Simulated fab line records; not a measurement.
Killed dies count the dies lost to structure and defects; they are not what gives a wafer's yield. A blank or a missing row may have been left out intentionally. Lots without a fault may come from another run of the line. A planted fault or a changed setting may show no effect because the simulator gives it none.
A lot that was struck, set against a sound lot || flow gf180mcu || 19 steps out of a route of 602
Sound: the wafers L902.1, L902.5, L902.6. Wafers L908.1, L908.2, L908.4 were the ones struck. The cause is given at the end.
At each step with rows: each side's tool, then ch and its chambers, then its first start. Under that, the readings that differ: sound wafers || struck wafers || difference of the means || sigmas: that difference in standard deviations of wafers without a fault.
alike: a reading whose means differ by less than 2 such deviations, as well as words and numbers matching on both sides. not compared: withheld readings; readings where some wafer has no value; bounds like >300 that might hide an equal value; numbers whose values overlap and for which the record gives no deviation.
Wherever a step has rows on one side only, a row that says differs or no value, or a row with sigmas, the two part there. Numbers that don't overlap but have no deviation are shown without sigmas and don't part them. Lack of a reading on every wafer of one side parts them only where that side has two or more wafers.

first, 1 step without rows for these wafers: GF_V4_CVD_00 (deposits SiO2, target thk 600 nm, time 100 s).
GF_V4_THK_MEAS_01:
  struck on filmMetro-03, day 28 00:13; sound on filmMetro-03, day 26 04:59
  alike: V4_CVD_00_THK
GF_V4_CVD_02: deposits SiO2 from TEOS, target thk 850 nm, time 94.851 s.
  sound on pecvd-01 ch 0,2, day 26 05:02; struck on pecvd-02 ch 0,2, day 28 00:17
  alike: heaterPowerOuterW, heaterPowerW, rfFwdPowerW
GF_V4_THK_MEAS_03:
  struck on filmMetro-01, day 28 00:21; sound on filmMetro-03, day 26 05:07
{"reading": "V4_CVD_02_THK (nm)", "sound": "848 861 871", "struck": "831 831 847", "difference": -24, "sigmas": -2}
GF_V4_CMP_04: polishes SiO2.
  sound on cmp-01 ch 1,2, day 26 05:22; struck on cmp-02 ch 1,2,3, day 28 00:28
  alike: motorCurrentA, platenRpm, slurryFilterDpKPa, timeToEndpointS
GF_V4_BOW_MEAS_05:
  struck on filmMetro-01, day 28 00:43; sound on filmMetro-03, day 26 05:40
  alike: V4_BOW
then, 6 steps without rows for these wafers: GF_V4_DEHYDRATE_06 (time 60 s); GF_V4_HMDS_07 (prime time 60 s); GF_V4_COAT_08; GF_V4_COAT_09 (resist thk 1000 nm); GF_V4_SOFTBAKE_10 (time 60 s); GF_V4_EXPOSE_11 (exposes mask Via4, target cd 260 nm).
GF_V4_PEB_12: peb time 90 s.
  sound on lithoTrack-04 ch 0, day 27 01:53; struck on lithoTrack-04 ch 0, day 28 19:59
{"reading": "heaterPowerTotalW (W)", "sound": "85.73 85.59 85.67", "struck": "83.94 83.88 84.01", "difference": -1.72, "sigmas": -22}
{"reading": "plateTempC (C)", "sound": "135.23 135.04 135.11", "struck": "132.90 132.96 132.87", "difference": -2.22, "sigmas": -18}
then, 1 step without rows for these wafers: GF_V4_DEVELOP_13 (develop time 60 s).
GF_V4_CD_MEAS_14: the cd target is 260 nm.
  struck on cdSem-01, day 28 20:20; sound on cdSem-01, day 27 02:14
{"reading": "cdNm (nm)", "sound": "260.2 260.5 260.5", "struck": "253.5 254.5 254.3", "difference": -6.3, "sigmas": -5}
GF_V4_OVL_MEAS_15:
  struck on overlay-02, day 28 20:28; sound on overlay-02, day 27 02:22
  alike: V4_OVL
GF_V4_ETCH_16: etches BARC in N2/H2.
  sound on rieDiel-03 ch 0,1,2, day 27 02:24; struck on rieDiel-04 ch 0,1, day 28 20:30
{"reading": "model.V4.cdNm (nm)", "sound": "260.6 260.4 261.5", "struck": "253 255 254.2", "difference": -7, "sigmas": ""}
  alike: biasW, drypumpMotorCurrentA, oesProductAu, rfFwdPowerW, throttleValvePct
GF_V4_ETCH_17: etches SiO2 in C4F8/O2/Ar, stops on TiN, target depth 630 nm.
  sound on rieDiel-03 ch 0,1,2; struck on rieDiel-04 ch 0,1
{"reading": "model.V4.cdNm (nm)", "sound": "260.3 260.5 261.9", "struck": "253.3 255.1 254.7", "difference": -6.5, "sigmas": ""}
  alike: biasW, oesProductAu, rfFwdPowerW
GF_V4_STRIP_18: strips in O2/N2.
  sound on plasmaAsher-04 ch 0,1, day 27 02:32; struck on plasmaAsher-02 ch 0,1, day 28 20:38
  alike: drypumpMotorCurrentA, heaterPowerW, oesProductAu
  not compared: rfHoursCounterH

## WHERE THEY PART
Last at GF_V4_CD_MEAS_14 as far as this record goes, first at GF_V4_THK_MEAS_03. Later steps at which nothing parts them and some readings are alike: GF_V4_OVL_MEAS_15, GF_V4_ETCH_16, GF_V4_ETCH_17, GF_V4_STRIP_18.

WHY: whatever the simulator had introduced
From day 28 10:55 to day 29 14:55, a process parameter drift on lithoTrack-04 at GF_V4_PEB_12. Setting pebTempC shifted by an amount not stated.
